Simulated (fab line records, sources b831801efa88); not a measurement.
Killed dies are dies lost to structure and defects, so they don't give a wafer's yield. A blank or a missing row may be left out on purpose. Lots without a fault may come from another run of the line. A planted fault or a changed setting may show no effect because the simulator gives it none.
Split-lot experiment | flow sfq_line | 5 lots, 23 wafers read, on a route of 325 steps

THE SPLIT
At SFQ_TRILAYER_C5_LITHO_PEB_154 (peb time 60 s), the setting peb_time_s was moved away from the recipe's 60 s on 9 of the 23 wafers read, by -4.9% to +14.1%. The other wafers ran this setting at the recipe's value.

FROM THE SPLIT TO THE READING: what the file shows between them, 1 step
- SFQ_TRILAYER_C5_LITHO_DEVELOP_153: time 60 s

THE READING
C5.cd_nm (the simulator's own value, which no gauge read), in nm, at SFQ_TRILAYER_C5_BARC_OPEN_VIA_ETCH_210 (etches BARC in O2, target depth 125 nm, time 41.7 s). The file gives no usual value for it. The 14 wafers here that ran the recipe average 500.7 nm, standard deviation 1.5 nm.

wafer  | tool, chamber at the split | peb_time_s as run, s | against the recipe | C5.cd_nm, nm | against lot-mates on the recipe
L078.1 | litho_track-04, 0          | 60                   | recipe             | 503.4        | -
L078.2 | litho_track-04, 0          | 60                   | recipe             | 502.1        | -
L078.3 | litho_track-04, 0          | 65.29                | +8.8%              | 515.5        | +12.6
L078.5 | litho_track-04, 0          | 60                   | recipe             | 503.1        | -
L078.6 | litho_track-04, 0          | 65.29                | +8.8%              | 515.6        | +12.7
L080.3 | litho_track-04, 0          | 60                   | recipe             | 500.4        | -
L080.4 | litho_track-04, 0          | 60                   | recipe             | 499.7        | -
L080.5 | litho_track-04, 0          | 60                   | recipe             | 498.7        | -
L082.1 | litho_track-03, 0          | 68.44                | +14.1%             | 517.7        | +18.2
L082.2 | litho_track-03, 0          | 60                   | recipe             | 500          | -
L082.3 | litho_track-03, 0          | 68.44                | +14.1%             | 516.9        | +17.3
L082.5 | litho_track-03, 0          | 60                   | recipe             | 499.1        | -
L082.6 | litho_track-03, 0          | 68.44                | +14.1%             | 516.6        | +17.1
L083.1 | litho_track-03, 0          | 57.08                | -4.9%              | 492.4        | -8.7
L083.3 | litho_track-03, 0          | 60                   | recipe             | 500.5        | -
L083.4 | litho_track-03, 0          | 60                   | recipe             | 501.8        | -
L083.5 | litho_track-03, 0          | 60                   | recipe             | 501.1        | -
L083.6 | litho_track-03, 0          | 57.08                | -4.9%              | 493.7        | -7.4
L084.1 | litho_track-04, 0          | 60                   | recipe             | 499.6        | -
L084.2 | litho_track-04, 0          | 60                   | recipe             | 501.6        | -
L084.3 | litho_track-04, 0          | 60                   | recipe             | 498.8        | -
L084.4 | litho_track-04, 0          | 68.05                | +13.4%             | 516.6        | +16.6
L084.6 | litho_track-04, 0          | 68.05                | +13.4%             | 516.9        | +16.9

THE FIT
A straight line over all 23 wafers: C5.cd_nm changes by +1.27 nm for each +1% of peb_time_s; r = +0.98; the points scatter about the line by 1.8 nm.
The same after taking each lot's own level away (the mean of its wafers on the recipe; 23 wafers): +1.3 nm for each +1%; r = +0.99; scatter 0.98 nm.
On that fit, the largest move of peb_time_s shifts the reading by 18 nm.
The lots' own levels span 499.55 to 502.87 nm, that is 2.3 times the standard deviation above.
So the lot-to-lot level changes the slope little: the two slopes agree.
Check: with one of the wafers moved furthest among these (+14.1%) left out of the fit, the line predicts +18.1 nm for it against its lot-mates. It came out at +18.2 nm against them.

OTHER SPLITS ON THESE WAFERS
These wafers also went through other splits before the reading. Each is held against what the fit with the lots' levels taken away leaves over:
other split on the same wafers                   | wafers away from the commonest value | r with C5.cd_nm (lot level and that fit taken away)
SFQ_TRILAYER_I4_DEP_PECVD_099 time_s             | 5                                    | +0.08
SFQ_TRILAYER_JJ_TRILAYER_DEP_SPUTTER_112 power_w | 8                                    | +0.04
SFQ_TRILAYER_JJ_CE_LITHO_PEB_117 peb_time_s      | 7                                    | +0.16
SFQ_TRILAYER_JJ_CE_BARC_OPEN_RIE_150 bias_w      | 10                                   | +0.02
SFQ_TRILAYER_M5_LITHO_COAT_123 spin_rpm          | 8                                    | -0.07
SFQ_TRILAYER_M5_BARC_OPEN_METAL_ETCH_161 bias_w  | 8                                    | -0.07
SFQ_TRILAYER_R5_DEP_SPUTTER_133 time_s           | 10                                   | +0.07
SFQ_TRILAYER_R5_LITHO_COAT_136 resist_thk_nm     | 5                                    | +0.02
SFQ_TRILAYER_I5_LITHO_PEB_147 peb_temp_c         | 8                                    | +0.20

THE FILE'S OWN FIT
C5.cd_nm changes by +1.3 nm for each +1% of peb_time_s, r = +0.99.
